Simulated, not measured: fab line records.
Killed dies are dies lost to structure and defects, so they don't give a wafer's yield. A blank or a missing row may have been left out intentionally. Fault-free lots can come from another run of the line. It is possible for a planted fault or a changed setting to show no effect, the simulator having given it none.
fab line records	flow gf180mcu
[record] lots = 6	wafers = 15	lastDay = 34
route steps=602 shown CONTACT@305 M1@315
lots that met no fault: from a run of the same line without faults
startH: the number of hours between the record's first day and the start of the first shown wafer of the lot	waitH: hours elapsed since this lot's preceding step	" as in the row above	L1.1+2: several wafers, shown together as one row	- no value present, or no start provided	* or withheld: withheld	< > ~ a bound
route shown NAME@n: NAME is a module with steps in the file, n the number in the route of the first one	usual: mean/standard deviation taken from wafers without a fault	same: alike in all rows	chamber/n: place in a boat	sites: readings site by site	_std_site: standard deviation across them	_edge_site: outer sites' mean less inner sites'	radiusMm: how far each site lies from the wafer's centre	mask NAME#n: copy n	behind: the most recent tool/chamber to have shaped the wafer	hold: what put the lot on hold/how long, in hours/how the hold closed	device: transistor that didn't switch, given as n, p or np	end of line: tests of these same wafers at the route's end	for a step that has no rows: nothing shown but its recipe	killed: at the first sort, the dies lost to defects and structure; wafer yield is something else	map: a wafer's dies, marking killed ones x, the rest . and places with no die _
set.NAME: the setting that was run; set.NAME@STEP: the one run at that earlier step	model.NAME: the simulator's own value behind a step, which no gauge read
a table for each step, a row for each wafer; lots at some steps of the route
services: when a tool's chamber went out of use (startH, in hours from the record's first day, below 0 if earlier), for how many hours, and the reason
[[steps]]
[step GF_CONTACT_STRIP_18]
[recipe] chemistry = O2/N2	powerW = 1400	pressureMtorr = 1500	platenTempC = 250	o2FlowSccm = 3000	n2FlowSccm = 300	overashFraction = 0.5
[usual] drypumpMotorCurrentA = 5.9/0.49	heaterPowerW = 306/22	n2FlowSccm = 299.8/0.91	oesProductAu = 0.579/0.0052
lot.wafer	tool	chamber	startH	waitH	drypumpMotorCurrentA	heaterPowerW	n2FlowSccm	oesProductAu	rfHoursCounterH
L996.1	plasmaAsher-03	0	392.37	-	5.1	348	298.5	0.579	63
L996.3	"	0	"	"	5.1	344	298.8	0.574	-
L996.5	"	1	"	"	6.0	330	300.7	0.583	-
L100.3	plasmaAsher-03	0	435.60	-	5.1	354	298.5	0.575	-
L100.4	"	1	"	"	6.0	325	300.4	0.571	-
L101.2	plasmaAsher-02	0	441.62	-	5.9	292	299.7	0.579	33
L106.1	plasmaAsher-03	0	498.07	-	5.1	352	300.5	0.582	75
L106.4	"	1	"	"	6.0	335	300.5	0.570	-
L106.5	"	0	"	"	5.1	346	302.2	0.575	-
L111.1	plasmaAsher-04	1	530.26	-	5.5	297	299.6	0.586	91
L111.2	"	0	"	"	6.7	303	300.0	0.580	91
L111.4	"	1	"	"	5.5	298	298.8	0.581	-
L113.1	plasmaAsher-03	0	543.42	-	5.1	342	298.6	0.581	81
L113.5	"	1	"	"	6.0	343	300.2	0.582	-
L113.6	"	0	"	"	5.1	355	299.0	0.571	-
[step GF_CONTACT_CLEAN_19]
[recipe] chemistry = SPM
[step GF_CONTACT_CLEAN_20]
[recipe] chemistry = DIW
[step GF_CONTACT_CLEAN_21]
[recipe] chemistry = dHF	timeS = 20	dilution = 100:1	dry = ipaMarangoni
[step GF_CONTACT_SPUTTER_22]
[recipe] material = Ti	targetThkNm = 15	chamberPressurePa = 5	powerW = 2449	substrateTempC = 200	timeS = 80.02
[usual] throttleValvePct = 30.4/0.72
lot.wafer	tool	chamber	startH	waitH	throttleValvePct
L996.1	pvdSputter-03	-	392.67	0.0	30.4
L996.3	"	-	"	"	30.3
L996.5	"	-	"	"	31.4
L100.3	pvdSputter-04	-	435.88	0.0	30.1
L100.4	"	-	"	"	29.0
L101.2	pvdSputter-04	-	441.91	0.0	30.3
L106.1	pvdSputter-01	-	498.36	0.0	31.7
L106.4	"	-	"	"	31.4
L106.5	"	-	"	"	31.6
L111.1	pvdSputter-03	-	530.56	0.0	30.7
L111.2	"	-	"	"	30.9
L111.4	"	-	"	"	30.3
L113.1	pvdSputter-04	-	543.72	0.0	30.2
L113.5	"	-	"	"	28.8
L113.6	"	-	"	"	29.4
[step GF_CONTACT_SPUTTER_23]
[recipe] material = TiN	targetThkNm = 10	chamberPressurePa = 5	powerW = 4000	timeS = 40
[step GF_CONTACT_CVD_24]
[recipe] material = W	targetThkNm = 300	timeS = 90.339	tempC = 400	pressureTorr = 40
[usual] chamberPressureTorr = 40.00/0.079	heaterPowerW = 767/70
lot.wafer	tool	chamber	startH	waitH	chamberPressureTorr	heaterPowerW
L996.1	cvdW-01	1	393.40	0.6	39.97	772
L996.3	"	1	"	"	39.87	795
L996.5	"	1	"	"	39.91	771
L100.3	cvdW-01	0	436.01	0.1	39.97	711
L100.4	"	1	"	"	39.93	758
L101.2	cvdW-01	1	442.01	0.0	39.95	761
L106.1	cvdW-02	1	498.46	0.0	40.00	696
L106.4	"	1	"	"	39.91	708
L106.5	"	1	"	"	40.12	723
L111.1	cvdW-02	1	530.66	0.0	39.95	721
L111.2	"	0	"	"	39.95	904
L111.4	"	0	"	"	40.11	894
L113.1	cvdW-01	0	543.82	0.0	39.96	706
L113.5	"	1	"	"	39.99	792
L113.6	"	0	"	"	39.94	734
[step GF_CONTACT_RS_MEAS_25]
[recipe] thkMeasGauge = four-point-probe	reads = W_of_CONTACT_CVD_24+TiN_of_CONTACT_SPUTTER_23+Ti_of_CONTACT_SPUTTER_22
[usual] CONTACT_W_RS = 0.382/0.0064
lot.wafer	tool	chamber	startH	waitH	CONTACT_W_RS[ohm/sq]
L996.1	filmMetro-04	-	393.50	0.1	0.382
L996.3	"	-	"	"	0.386
L996.5	"	-	"	"	0.382
L100.3	filmMetro-03	-	436.12	0.1	0.381
L100.4	"	-	"	"	0.380
L101.2	filmMetro-01	-	442.13	0.1	0.386
L106.1	filmMetro-03	-	498.56	0.1	0.384
L106.4	"	-	"	"	0.383
L106.5	"	-	"	"	0.386
L111.1	filmMetro-04	-	530.76	0.1	0.388
L111.2	"	-	"	"	0.376
L111.4	"	-	"	"	0.376
L113.1	filmMetro-04	-	543.92	0.1	0.388
L113.5	"	-	"	"	0.380
L113.6	"	-	"	"	0.387
[step GF_CONTACT_THK_MEAS_26]
[recipe] thkMeasGauge = xrf	reads = W_of_CONTACT_CVD_24
[usual] CONTACT_W_THK = 307/6.7
lot.wafer	tool	chamber	startH	waitH	CONTACT_W_THK[nm]
L996.1	filmMetro-04	-	393.62	0.1	303
L996.3	"	-	"	"	299
L996.5	"	-	"	"	301
L100.3	filmMetro-03	-	436.22	0.1	307
L100.4	"	-	"	"	310
L101.2	filmMetro-01	-	442.24	0.1	310
L106.1	filmMetro-03	-	498.68	0.1	308
L106.4	"	-	"	"	307
L106.5	"	-	"	"	304
L111.1	filmMetro-04	-	530.88	0.1	299
L111.2	"	-	"	"	309
L111.4	"	-	"	"	310
L113.1	filmMetro-04	-	544.04	0.1	300
L113.5	"	-	"	"	306
L113.6	"	-	"	"	301
[step GF_CONTACT_CMP_27]
[recipe] stopOn = SiO2	downForcePsi = 3.5	platenRpm = 60	tOverpolishS = 15	targetThkNm = 0	padVelocityMS = 0.94248
[step GF_M1_SPUTTER_00]
[recipe] material = Ti	targetThkNm = 37.5	arrivingIonEnergyEv = 80	substrateTempC = 200	chamberPressurePa = 2	powerW = 4000	timeS = 150
[step GF_M1_SPUTTER_01]
[recipe] material = TiN	targetThkNm = 30	powerW = 6500	timeS = 25	chamberPressurePa = 0.4
[usual] throttleValvePct = 30.3/0.9
lot.wafer	tool	chamber	startH	waitH	throttleValvePct
L996.1	pvdSputter-03	-	394.08	0.1	30.1
L996.3	"	-	"	"	31.0
L996.5	"	-	"	"	31.1
L100.3	pvdSputter-03	-	436.66	0.1	30.3
L100.4	"	-	"	"	30.5
L101.2	pvdSputter-03	-	442.69	0.1	30.4
L106.1	pvdSputter-02	-	499.14	0.1	31.7
L106.4	"	-	"	"	29.1
L106.5	"	-	"	"	29.7
L111.1	pvdSputter-02	-	531.34	0.1	31.5
L111.2	"	-	"	"	28.8
L111.4	"	-	"	"	29.8
L113.1	pvdSputter-02	-	544.50	0.1	29.0
L113.5	"	-	"	"	29.1
L113.6	"	-	"	"	29.8
[step GF_M1_SPUTTER_02]
[recipe] material = AlCu	targetThkNm = 450	powerW = 10600	timeS = 23.9	chamberPressurePa = 0.4
[usual] throttleValvePct = 30.4/0.88
lot.wafer	tool	chamber	startH	waitH	throttleValvePct	model.AlCu_of_M1_SPUTTER_02.thkNm
L996.1	pvdSputter-03	-	394.11	0.0	30.4	450.8
L996.3	"	-	"	"	31.1	446.7
L996.5	"	-	"	"	30.6	445
L100.3	pvdSputter-03	-	436.69	0.0	30.6	405.1
L100.4	"	-	"	"	30.4	448.5
L101.2	pvdSputter-03	-	442.72	0.0	30.4	411.8
L106.1	pvdSputter-02	-	499.17	0.0	31.8	453.9
L106.4	"	-	"	"	29.1	450.3
L106.5	"	-	"	"	29.7	450.6
L111.1	pvdSputter-02	-	531.37	0.0	31.5	453
L111.2	"	-	"	"	29.2	448.3
L111.4	"	-	"	"	30.0	452.4
L113.1	pvdSputter-02	-	544.53	0.0	29.0	447.1
L113.5	"	-	"	"	29.0	447.5
L113.6	"	-	"	"	29.7	442.4
[step GF_M1_SPUTTER_03]
[recipe] material = Ti	targetThkNm = 10	substrateTempC = 300	chamberPressurePa = 0.3	powerW = 3000	timeS = 6.7
[usual] throttleValvePct = 30.4/0.89
lot.wafer	tool	chamber	startH	waitH	throttleValvePct
L996.1	pvdSputter-03	-	394.14	0.0	30.5
L996.3	"	-	"	"	30.9
L996.5	"	-	"	"	31.0
L100.3	pvdSputter-03	-	436.72	0.0	30.4
L100.4	"	-	"	"	30.3
L101.2	pvdSputter-03	-	442.75	0.0	30.5
L106.1	pvdSputter-02	-	499.20	0.0	32.1
L106.4	"	-	"	"	29.1
L106.5	"	-	"	"	29.6
L111.1	pvdSputter-02	-	531.40	0.0	31.3
L111.2	"	-	"	"	29.3
L111.4	"	-	"	"	30.2
L113.1	pvdSputter-02	-	544.56	0.0	29.4
L113.5	"	-	"	"	29.1
L113.6	"	-	"	"	30.0
[step GF_M1_SPUTTER_04]
[recipe] material = TiN	targetThkNm = 50	powerW = 6500	timeS = 41.7	chamberPressurePa = 0.4
[step GF_M1_RS_MEAS_05]
[recipe] thkMeasGauge = four-point-probe	reads = TiN_of_M1_SPUTTER_04+Ti_of_M1_SPUTTER_03+AlCu_of_M1_SPUTTER_02+TiN_of_M1_SPUTTER_01+Ti_of_M1_SPUTTER_00
[usual] M1_ALCU_RS = 0.0698/0.00065
lot.wafer	tool	chamber	startH	waitH	M1_ALCU_RS[ohm/sq]
L996.1	filmMetro-04	-	394.20	0.0	0.0693
L996.3	"	-	"	"	0.0699
L996.5	"	-	"	"	0.0700
L100.3	filmMetro-01	-	436.82	0.1	0.0772
L100.4	"	-	"	"	0.0697
L101.2	filmMetro-04	-	442.83	0.0	0.0759
L106.1	filmMetro-04	-	499.26	0.0	0.0689
L106.4	"	-	"	"	0.0694
L106.5	"	-	"	"	0.0694
L111.1	filmMetro-01	-	531.46	0.0	0.0692
L111.2	"	-	"	"	0.0698
L111.4	"	-	"	"	0.0692
L113.1	filmMetro-02	-	544.62	0.0	0.0700
L113.5	"	-	"	"	0.0699
L113.6	"	-	"	"	0.0708
[step GF_M1_THK_MEAS_06]
[recipe] thkMeasGauge = xrf	reads = AlCu_of_M1_SPUTTER_02
[usual] M1_ALCU_THK = 446/4.7
lot.wafer	tool	chamber	startH	waitH	M1_ALCU_THK[nm]
L996.1	filmMetro-04	-	394.32	0.1	449
L996.3	"	-	"	"	446
L996.5	"	-	"	"	443
L100.3	filmMetro-01	-	436.92	0.1	402
L100.4	"	-	"	"	447
L101.2	filmMetro-04	-	442.94	0.1	409
L106.1	filmMetro-04	-	499.38	0.1	453
L106.4	"	-	"	"	448
L106.5	"	-	"	"	449
L111.1	filmMetro-01	-	531.58	0.1	453
L111.2	"	-	"	"	447
L111.4	"	-	"	"	457
L113.1	filmMetro-02	-	544.74	0.1	444
L113.5	"	-	"	"	446
L113.6	"	-	"	"	438
[step GF_M1_DEHYDRATE_07]
[recipe] tempC = 200	timeS = 60
[step GF_M1_HMDS_08]
[recipe] primeTimeS = 60	primeTempC = 120
[step GF_M1_COAT_09]
[recipe] resist = KrF	spinRpm = withheld	resistThkNm = 1000
[step GF_M1_SOFTBAKE_10]
[recipe] tempC = 130	timeS = 60	resist = KrF
[step GF_M1_EXPOSE_11]
[recipe] maskId = Metal1	targetCdNm = 230	na = 0.68	sourceShape = conventional	sigmaOuter = 0.6	doseMj = 28
[step GF_M1_PEB_12]
[recipe] pebTempC = 135	pebTimeS = 90	resist = KrF
[step GF_M1_DEVELOP_13]
[recipe] developTimeS = 60	devTempC = 21
[step GF_M1_CD_MEAS_14]
[recipe] targetCdNm = 230
[usual] cdNm = 229.7/1.3
lot.wafer	tool	chamber	startH	waitH	cdNm
L996.1	cdSem-02	-	417.42	0.1	229.7
L996.3	"	-	"	"	230.2
L996.5	"	-	"	"	229.8
L100.3	cdSem-01	-	460.45	0.1	229.6
L100.4	"	-	"	"	230.7
L101.2	cdSem-02	-	466.28	0.1	227.7
L106.1	cdSem-01	-	522.97	0.1	228.7
L106.4	"	-	"	"	229.3
L106.5	"	-	"	"	229.2
L111.1	cdSem-01	-	554.30	0.1	230.6
L111.2	"	-	"	"	230.0
L111.4	"	-	"	"	229.7
L113.1	cdSem-02	-	567.06	0.1	227.9
L113.5	"	-	"	"	227.8
L113.6	"	-	"	"	228.6
[step GF_M1_OVL_MEAS_15]
[usual] M1_OVL = 5/5.9
lot.wafer	tool	chamber	startH	waitH	M1_OVL[nm]
L996.1	overlay-01	-	417.54	0.1	0
L996.3	"	-	"	"	-9
L996.5	"	-	"	"	-6
L100.3	overlay-02	-	460.55	0.1	11
L100.4	"	-	"	"	2
L101.2	overlay-02	-	466.39	0.1	2
L106.1	overlay-02	-	523.09	0.1	1
L106.4	"	-	"	"	2
L106.5	"	-	"	"	3
L111.1	overlay-02	-	554.42	0.1	15
L111.2	"	-	"	"	12
L111.4	"	-	"	"	18
L113.1	overlay-02	-	567.18	0.1	10
L113.5	"	-	"	"	8
L113.6	"	-	"	"	-2
[step GF_M1_METAL_ETCH_16]
[recipe] chemistry = Cl2/BCl3	maskMaterial = KrF	targetDepthNm = 627.5	stopOn = SiO2	pressureMtorr = 8	icpW = 800	biasW = 140	Cl2_flow_sccm = 80	bcl3FlowSccm = 40	timeS = 104.6
[usual] drypumpMotorCurrentA = 5.8/0.41	oesProductAu = 0.970/0.006	throttleValvePct = 28.253/0.01
lot.wafer	tool	chamber	startH	waitH	drypumpMotorCurrentA	oesProductAu	rfHoursCounterH	throttleValvePct
L996.1	rieMetal-02	1	417.57	0.0	5.1	0.975	9	28.256
L996.3	"	0	"	"	5.9	0.972	-	28.262
L996.5	"	1	"	"	5.1	0.970	-	28.261
L100.3	rieMetal-03	1	460.61	0.1	6.4	0.926	-	28.296
L100.4	"	0	"	"	5.4	0.969	-	28.247
L101.2	rieMetal-03	1	466.46	0.1	6.4	0.935	-	28.307
L106.1	rieMetal-02	1	523.13	0.0	5.1	0.979	11	28.247
L106.4	"	0	"	"	5.9	0.972	-	28.262
L106.5	"	1	"	"	5.1	0.968	-	28.245
L111.1	rieMetal-03	1	554.45	0.0	6.4	0.971	1	28.253
L111.2	"	0	"	"	5.4	0.970	3	28.240
L111.4	"	1	"	"	6.4	0.973	-	28.236
L113.1	rieMetal-03	0	567.22	0.0	5.4	0.967	3	28.242
L113.5	"	1	"	"	6.4	0.976	-	28.258
L113.6	"	0	"	"	5.4	0.968	-	28.253
[step GF_M1_STRIP_17]
[recipe] chemistry = O2/N2	powerW = 1400	pressureMtorr = 1500	platenTempC = 250	o2FlowSccm = 3000	n2FlowSccm = 300	overashFraction = 0.5
[[services]]
tool	chamber	startH	hours	kind
pvdSputter-04	-	375.21	0.6	repair
cvdW-01	-	386.38	6.9	pm
cvdW-02	-	390.00	14.0	pm
pvdSputter-02	-	401.14	6.1	repair
pvdSputter-04	-	408.35	5.3	repair
plasmaAsher-04	-	425.19	2.9	repair
rieMetal-03	-	447.27	1.2	repair
cvdW-02	0	465.00	10.3	repair
pvdSputter-04	-	476.01	1.4	repair
pvdSputter-01	-	484.12	6.3	repair
pvdSputter-02	1	487.03	-	consumableReplace:kit
pvdSputter-02	1	487.03	18.0	scheduledDown
pvdSputter-02	1	487.03	18.0	ventCycle
pvdSputter-04	-	506.16	4.1	repair
plasmaAsher-03	-	506.59	2.8	pm
pvdSputter-02	-	528.27	2.2	repair
pvdSputter-03	2	540.27	-	consumableReplace:kit
pvdSputter-03	2	540.27	18.0	scheduledDown
pvdSputter-03	2	540.27	18.0	ventCycle
cvdW-02	-	545.41	6.9	pm
pvdSputter-03	-	550.99	0.7	repair
plasmaAsher-02	-	558.32	2.8	repair
pvdSputter-04	-	558.58	0.7	repair
plasmaAsher-03	-	566.49	1.3	repair
[[key]]
[firstSign] step = GF_M1_RS_MEAS_05	reading = M1_ALCU_RS	direction = up	sigmas = 10	usual = 0.0698	struck = 0.0765
[effect] step = GF_M1_THK_MEAS_06	reading = M1_ALCU_THK	direction = down	sigmas = 8.7	usual = 446	struck = 405
[effect] step = GF_M1_METAL_ETCH_16	reading = oesProductAu	direction = down	sigmas = 6.7	usual = 0.970	struck = 0.930
[modelEffect] step = GF_M1_SPUTTER_02	value = AlCu_of_M1_SPUTTER_02.thkNm	without = 449.8	struck = 408.5
metAt GF_M1_SPUTTER_02
struckWafers L100.3,L101.2
sortLeftOut L100.3,L101.2
testerLeftOut L101
onsetBetween 394.11 436.69
[earlierFault] kind = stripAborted	tool = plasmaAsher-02	chamber = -	onsetH = 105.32	steps = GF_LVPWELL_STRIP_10	offset = 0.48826	endH = 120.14
[fault] kind = processParameterDrift	tool = pvdSputter-03	chamber = -	onsetH = 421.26	steps = GF_M1_SPUTTER_02	channel = targetThkNm	offset = -41.351	shape = step	actsIn = theseRecipesOnly	stated = 450	scope = struckWafersOnly
// testerLeftOut: of these lots the tester's yield and bins aren't shown, on N5 and GAA mostly nor the transistor test; their killed dies are dies lost to structure and defects alone, not to doping, threshold or leakage, so they don't give the yield
// sortLeftOut: the simulated sort isn't trusted on such a fault, so these wafers' sort isn't shown, and their yield isn't known
